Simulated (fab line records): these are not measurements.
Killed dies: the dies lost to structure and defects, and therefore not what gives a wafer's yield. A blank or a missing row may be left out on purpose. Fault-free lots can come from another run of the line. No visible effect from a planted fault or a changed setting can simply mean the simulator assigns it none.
Comparing a struck lot with a sound one | flow sky130 | 15 out of 708 route steps
Sound: these wafers, L289.1, L289.4, L289.6. The struck wafers were L293.2, L293.4, L293.6. Last of all comes the cause.
For every step that has rows: the tool of each side, followed by ch and its chambers, followed by its first start. Under that, the readings that differ: sound wafers | struck wafers | difference of the means | sigmas: that difference in standard deviations of wafers without a fault.
alike: same words and numbers on both sides, and readings whose means sit less than 2 such deviations apart. not compared: any withheld reading, any reading some wafer has no value for, any bound like >300 that may hide the same value, and any number with overlapping values for which the record gives no deviation.
The two part at a step that has a row with sigmas, a row that says differs or no value, or rows on one side only. When numbers do not overlap yet have no deviation, they are printed without sigmas and do not part them. A reading that every wafer of one side lacks parts them only if that side has two wafers or more.

first, 5 steps without rows for these wafers: SKY_METAL3_COAT_08 (resist thk 1140 nm); SKY_METAL3_SOFTBAKE_09 (time 90 s); SKY_METAL3_EXPOSE_10 (exposes mask MM3, target cd 300 nm); SKY_METAL3_PEB_11; SKY_METAL3_DEVELOP_12 (develop time 60 s).
SKY_METAL3_CD_MEAS_13: target cd 300 nm.
  struck on cd sem-02, day 43 23:14; sound on cd sem-02, day 43 04:50
  reading    | sound             | struck            | difference | sigmas
  cd nm (nm) | 296.9 296.6 297.9 | 301.5 298.9 301.9 | +3.6       | +2
SKY_METAL3_OVL_MEAS_14:
  struck on overlay-01, day 43 23:21; sound on overlay-02, day 43 04:58
  alike: METAL3_OVL
SKY_METAL3_DESCUM_15: chemistry O2, time 8 s.
  sound on rie metal-02 ch 0,1, day 43 04:59; struck on rie metal-04 ch 0,1, day 43 23:23
  alike: drypump motor current A, he backside leak sccm, oes product au
  not compared: rf hours counter h
SKY_METAL3_ETCH_16: etches BARC in N2/H2, stops on SiO2, time 88.2 s, target depth 60 nm.
  sound on rie metal-02 ch 0,1, day 43 05:02; struck on rie metal-04 ch 0,1, day 43 23:25
  alike: drypump motor current A, he backside leak sccm, oes product au, throttle valve pct
  not compared: rf hours counter h
SKY_METAL3_ETCH_17: etches SiO2 in C4F8/O2/Ar, stops on TiN, time 3.9 s, target depth 15 nm.
  sound on rie diel-02 ch 0,1,2, day 43 05:07; struck on rie diel-03 ch 1,2, day 43 23:31
  alike: oes product au
  not compared: rf hours counter h
SKY_METAL3_METAL_ETCH_18: etches the open film in Cl2/BCl3, stops on SiO2, target depth 845 nm, time 183.1 s.
  sound on rie metal-04 ch 0,1, day 43 05:08; struck on rie metal-03 ch 0,1, day 43 23:32
  alike: drypump motor current A, he backside leak sccm, oes product au, throttle valve pct
  not compared: rf hours counter h
SKY_METAL3_STRIP_19: strips in O2/N2.
  sound on plasma asher-02 ch 0, day 43 05:19; struck on plasma asher-02 ch 0,1, day 43 23:43
  alike: chamber pressure mTorr, drypump motor current A, oes product au, strip time to endpoint s
  not compared: rf hours counter h
SKY_METAL3_STRIP_20: strips in post etch residue remover, time 1200 s.
  sound on wet bench-01 ch 1, day 43 05:25; struck on wet bench-01 ch 1, day 43 23:49
  no value came back on the struck wafers for bath guard temp C (C), bath heat duty pct (%); on the sound wafers bath guard temp C (C) reads 72.9 73.1 72.7
then, 1 step without rows for these wafers: SKY_METAL3_CLEAN_21 (cleans in IPA, time 180 s).
-- the record jumps here: 6 days lie between the struck wafers' starts before and after (it left off in module METAL3 and takes up again in module PAD_OPEN, whose first step shown is number 708 of the route) --
SKY_PAD_OPEN_PROBE_99:
  struck on prober-01, day 50 01:07; sound on prober-01, day 49 10:59
  reading                               | sound                | struck               | difference | sigmas
  sort_bin_5_function (%)               | 9.8 9.1 15.0         | 6.7 8.5 8.5          | -3.4       | -2
  model.etest.met3 comb.leak log10 a um | -11.97 -12.08 -12.07 | -11.61 -11.41 -11.54 | +0.52      |
  alike: defect limited yield, killed_at_M0_to_M3, killed_at_M4_up, killed at contacts, killed at front end, killed at other, killed dies, killed open, killed short, sort_bin_3_pad_short, sort_bin_6_memory, sort n pass, sort yield pct
  not compared: model.etest.via3 chain.rc ohm

## WHERE THEY PART
Last at SKY_PAD_OPEN_PROBE_99 as far as this record goes, first at SKY_METAL3_CD_MEAS_13.

WHY: what had been put in by the simulator
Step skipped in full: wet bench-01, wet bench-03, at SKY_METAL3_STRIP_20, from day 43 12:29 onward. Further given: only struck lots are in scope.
